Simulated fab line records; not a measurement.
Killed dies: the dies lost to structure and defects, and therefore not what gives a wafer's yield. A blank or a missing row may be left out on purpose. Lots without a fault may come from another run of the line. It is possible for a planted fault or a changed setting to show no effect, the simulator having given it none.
Struck lot and sound lot, side by side || flow sky130 || 16 steps out of a route of 708
Sound: the wafers L875.2, L875.3, L875.4. Struck: wafers L879.3, L879.6. (L879.5 of the same lot was not struck and is left out.) The cause comes at the end.
Per side, at each step with rows, come the tool, then ch with its chambers, and then its first start. Under that, the readings that differ: sound wafers || struck wafers || difference of the means || sigmas: that difference in standard deviations of wafers without a fault.
alike: a reading whose means differ by less than 2 such deviations, as well as words and numbers matching on both sides. not compared: withheld readings; readings where some wafer has no value; bounds like >300 that might hide an equal value; numbers whose values overlap and for which the record gives no deviation.
Wherever a step has rows on one side only, a row that says differs or no value, or a row with sigmas, the two part there. When numbers do not overlap yet have no deviation, they are printed without sigmas and do not part them. Lack of a reading on every wafer of one side parts them only where that side has two or more wafers.

first, 2 steps without rows for these wafers: SKY_METAL3_PEB_11; SKY_METAL3_DEVELOP_12 (develop time 60 s).
SKY_METAL3_CD_MEAS_13: target cd 300 nm.
  sound on cdSem-01, day 39 00:40; struck on cdSem-01, day 41 08:17
  alike: cdNm
SKY_METAL3_OVL_MEAS_14:
  sound on overlay-01, day 39 00:46; struck on overlay-02, day 41 08:23
{"reading": "METAL3_OVL (nm)", "sound": "10 10 11", "struck": "-3 3", "difference": -10, "sigmas": -2}
SKY_METAL3_DESCUM_15: chemistry O2, time 8 s.
  sound on rieMetal-01 ch 0,1, day 39 00:48; struck on rieMetal-02 ch 0,1, day 41 08:25
  alike: drypumpMotorCurrentA, oesProductAu
  not compared: rfHoursCounterH
then, 1 step without rows for these wafers: SKY_METAL3_ETCH_16 (etches BARC in N2/H2, stops on SiO2, time 88.2 s, target depth 60 nm).
SKY_METAL3_ETCH_17: etches SiO2 in C4F8/O2/Ar, stops on TiN, time 3.9 s, target depth 15 nm.
  sound on rieDiel-03 ch 1,2,3, day 39 00:56; struck on rieDiel-03 ch 2,3, day 41 08:32
  alike: oesProductAu
  not compared: rfHoursCounterH
SKY_METAL3_METAL_ETCH_18: etches the open film in Cl2/BCl3, stops on SiO2, target depth 845 nm, time 183.1 s.
  sound on rieMetal-02 ch 0,1, day 39 00:57; struck on rieMetal-04 ch 1, day 41 08:37
  alike: drypumpMotorCurrentA, oesProductAu, throttleValvePct
  not compared: rfHoursCounterH
SKY_METAL3_STRIP_19: strips in O2/N2.
  sound on plasmaAsher-01 ch 0,1, day 39 01:08; struck on plasmaAsher-01 ch 0, day 41 08:46
{"reading": "oesProductAu (a.u.)", "sound": "0.506 0.509 0.496", "struck": "0.492 0.490", "difference": -0.013, "sigmas": -2}
{"reading": "stripTimeToEndpointS (s)", "sound": "6.59 6.60 6.56", "struck": "6.28 6.31", "difference": -0.29, "sigmas": -3}
  alike: drypumpMotorCurrentA
  not compared: rfHoursCounterH
then, 3 steps without rows for these wafers: SKY_METAL3_STRIP_20 (strips in post etch residue remover, time 1200 s); SKY_METAL3_CLEAN_21 (cleans in IPA, time 180 s); SKY_METAL3_CLEAN_22 (cleans in O3/DIW).
SKY_VIA3_HDPCVD_00: deposits SiO2, target thk 1635 nm, time 272.5 s.
  sound on hdpcvd-01 ch 0,1, day 39 01:43; struck on hdpcvd-02 ch 1, day 41 09:22
{"reading": "model.SiO2_of_VIA3_HDPCVD_00.thkNm (nm)", "sound": "1660 1645 1649", "struck": "814.4 796.9", "difference": -845.7, "sigmas": ""}
SKY_VIA3_THK_MEAS_01:
  sound on filmMetro-03, day 39 01:54; struck on filmMetro-01, day 41 09:47
{"reading": "VIA3_HDPCVD_THK (nm)", "sound": "1661 1646 1647", "struck": "814 797", "difference": -846, "sigmas": -53}
  not compared: hold
SKY_VIA3_CMP_02: polishes SiO2.
  sound on cmp-02 ch 0,2,3, day 39 01:57; struck on cmp-02 ch 3, day 41 12:13
{"reading": "hold", "sound": "- - -", "struck": "awaitDispo/2.4h/release awaitDispo/2.4h/release", "difference": "no value on the sound wafers", "sigmas": ""}
  alike: motorCurrentA, platenRpm
-- the record jumps here: 7 days lie between the struck wafers' starts before and after (it left off in module VIA3 and takes up again in module PAD_OPEN, whose first step shown is number 708 of the route) --
SKY_PAD_OPEN_PROBE_99:
  sound on prober-01, day 46 03:17; struck on prober-01, day 48 02:37
{"reading": "model.etest.met4Comb.leakLog10AUm", "sound": "-11.95 -12.12 -12.1", "struck": "-6.972 -7.051", "difference": "+5.045", "sigmas": ""}

## WHERE THEY PART
Last at SKY_VIA3_CMP_02 as far as this record goes, first at SKY_METAL3_OVL_MEAS_14.

WHY: the cause the simulator had injected
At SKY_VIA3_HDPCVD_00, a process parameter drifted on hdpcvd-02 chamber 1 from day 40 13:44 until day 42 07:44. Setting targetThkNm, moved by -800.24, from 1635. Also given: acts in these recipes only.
